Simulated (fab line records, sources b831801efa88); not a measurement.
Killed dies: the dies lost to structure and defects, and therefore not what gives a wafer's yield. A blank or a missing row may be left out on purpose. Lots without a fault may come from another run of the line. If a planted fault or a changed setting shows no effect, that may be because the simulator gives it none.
The tool behind it: which one?    flow sky130    30 wafers from 10 lots sampled at 5 of the route's 708 steps

## WHAT THE GAUGES SHOWED, per wafer
SKY_METAL2_OVL_MEAS_16. Usual: METAL2_OVL gives 1 nm (standard deviation 5.7).
lot   measured      on          METAL2_OVL (nm)  flag
L379  day 35 15:35  overlay-01  0 0 4            
L380  day 35 20:10  overlay-01  7 2 5            
L381  day 36 04:50  overlay-02  -12 -10 -9       
L384  day 36 23:25  overlay-02  1 3 2            
L385  day 37 04:18  overlay-01  11 9 8           
L386  day 37 11:42  overlay-01  3 8 10           
L387  day 37 21:42  overlay-01  1 3 -1           
L395  day 40 06:36  overlay-01  0 -5 -4          
L399  day 41 13:07  overlay-01  5 2 4            
L401  day 41 19:52  overlay-02  8 15 9           

SKY_METAL4_OVL_MEAS_14. Usual: METAL4_OVL gives 4 nm (standard deviation 5.2).
lot   measured      on          METAL4_OVL (nm)  flag
L379  day 42 06:39  overlay-02  14 11 7          
L380  day 42 11:53  overlay-01  -2 0 0           
L381  day 42 17:27  overlay-02  -1 -4 -3         
L384  day 43 15:16  overlay-02  8 0 8            
L385  day 43 16:48  overlay-01  7 13 11          
L386  day 43 20:05  overlay-01  3 5 1            
L387  day 44 04:41  overlay-02  8 1 11           
L395  day 46 05:15  overlay-02  1 2 1            
L399  day 47 09:28  overlay-02  -4 -5 0          
L401  day 47 13:34  overlay-01  1 7 1            

SKY_PASSIVATION_THK_MEAS_03. Usual: PASSIVATION_CVD_02_THK gives 540 nm (standard deviation 7.7).
lot   measured      on             PASSIVATION_CVD_02_THK (nm)  flag
L379  day 44 08:40  film metro-02  525 535 551                  
L380  day 44 13:31  film metro-02  540 542 542                  
L381  day 44 18:47  film metro-03  520 529 532                  
L384  day 45 15:48  film metro-02  546 541 541                  
L385  day 45 17:01  film metro-03  536 539 546                  
L386  day 45 19:30  film metro-01  531 257 541                  OFF
L387  day 46 03:21  film metro-03  538 256 558                  OFF
L395  day 48 00:24  film metro-01  542 542 542                  
L399  day 49 03:58  film metro-01  544 544 542                  
L401  day 49 07:22  film metro-02  536 538 539                  

## WHAT TOOL EACH LOT RAN ON (gives the tool, then ch and the chambers of the sampled wafers, and finally the start)
lot   SKY_VIA2_SPUTTER_20           SKY_PASSIVATION_CVD_02
L379  pvd sputter-01, day 36 20:04  pecvd-04 ch 0,2, day 44 08:26
L380  pvd sputter-03, day 37 01:02  pecvd-01 ch 0,1,2, day 44 13:16
L381  pvd sputter-01, day 37 09:13  pecvd-01 ch 1,2, day 44 18:34
L384  pvd sputter-01, day 38 04:09  pecvd-04 ch 0,1, day 45 15:33
L385  pvd sputter-04, day 38 08:49  pecvd-04 ch 0,1, day 45 16:34
L386  pvd sputter-04, day 38 16:07  pecvd-04 ch 0,2, day 45 19:10
L387  pvd sputter-04, day 39 01:53  pecvd-04 ch 0,1, day 46 03:07
L395  pvd sputter-04, day 41 09:01  pecvd-01 ch 0,1,2, day 48 00:11
L399  pvd sputter-01, day 42 15:08  pecvd-01 ch 0,1,2, day 49 03:50
L401  pvd sputter-01, day 42 20:55  pecvd-03 ch 0,1, day 49 07:07
- SKY_VIA2_SPUTTER_20: material TiN, target thk 20 nm, time 80 s.
- SKY_PASSIVATION_CVD_02: deposits Si3N4, target thk 540 nm.

## WHAT THE TOOLS THEMSELVES READ (means of the sampled wafers that have a number; where no wafer has one, the mark that the record gives instead)
SKY_VIA2_SPUTTER_20. Usual: cathode dc power W 3999.9 W, standard deviation 0.73; throttle valve pct 30.1 %, standard deviation 1.2.
lot   tool            cathode dc power W (W)  throttle valve pct (%)  flag
L379  pvd sputter-01  4000.7                  28.5                    
L380  pvd sputter-03  4000.2                  30.2                    
L381  pvd sputter-01  3999.7                  29.8                    
L384  pvd sputter-01  4000.0                  28.5                    
L385  pvd sputter-04  3999.9                  30.2                    
L386  pvd sputter-04  4000.2                  30.5                    
L387  pvd sputter-04  3999.8                  30.4                    
L395  pvd sputter-04  4000.4                  30.3                    
L399  pvd sputter-01  4000.2                  29.4                    
L401  pvd sputter-01  4000.4                  30.3                    

SKY_PASSIVATION_CVD_02. Usual: 657 W for heater power w, sd 74.
lot   tool      heater power w (W)  flag
L379  pecvd-04  629                 
L380  pecvd-01  649                 
L381  pecvd-01  707                 
L384  pecvd-04  628                 
L385  pecvd-04  637                 
L386  pecvd-04  684                 
L387  pecvd-04  642                 
L395  pecvd-01  598                 
L399  pecvd-01  695                 
L401  pecvd-03  551                 

## THE ANSWER, worked out from the rows above alone
Rule: a lot is off if the mean of its wafers that have a number lies more than 3 standard deviations from the usual mean. Also off: a lot with no number at a reading for which 4 or more lots have one. Any other lot the step has rows for is counted as sound. Order of review: gauges by route order, followed by the tools' own readings, for which a lot's mean as printed above is used. At the first step where some lot is off, the reading lying furthest off is the one used; lots without a number count as furthest.
Off: L386, L387, seen at SKY_PASSIVATION_THK_MEAS_03 (PASSIVATION_CVD_02_THK).
If a tool, at a process step before that reading, ran all the lots that are off and no sound lot after the first of them, it fits. Those tools and the gauges at SKY_PASSIVATION_THK_MEAS_03 are tried in the same way. One candidate fits, namely pecvd-04 at SKY_PASSIVATION_CVD_02. A fault onset in the window from L385 (day 45 16:34, its last sound lot) to L386 (day 45 19:10, its first lot off) fits.

## WHAT THE SIMULATOR PUT IN
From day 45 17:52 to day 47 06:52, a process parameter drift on pecvd-04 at SKY_PASSIVATION_CVD_02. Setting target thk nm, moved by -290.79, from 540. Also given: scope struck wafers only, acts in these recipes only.
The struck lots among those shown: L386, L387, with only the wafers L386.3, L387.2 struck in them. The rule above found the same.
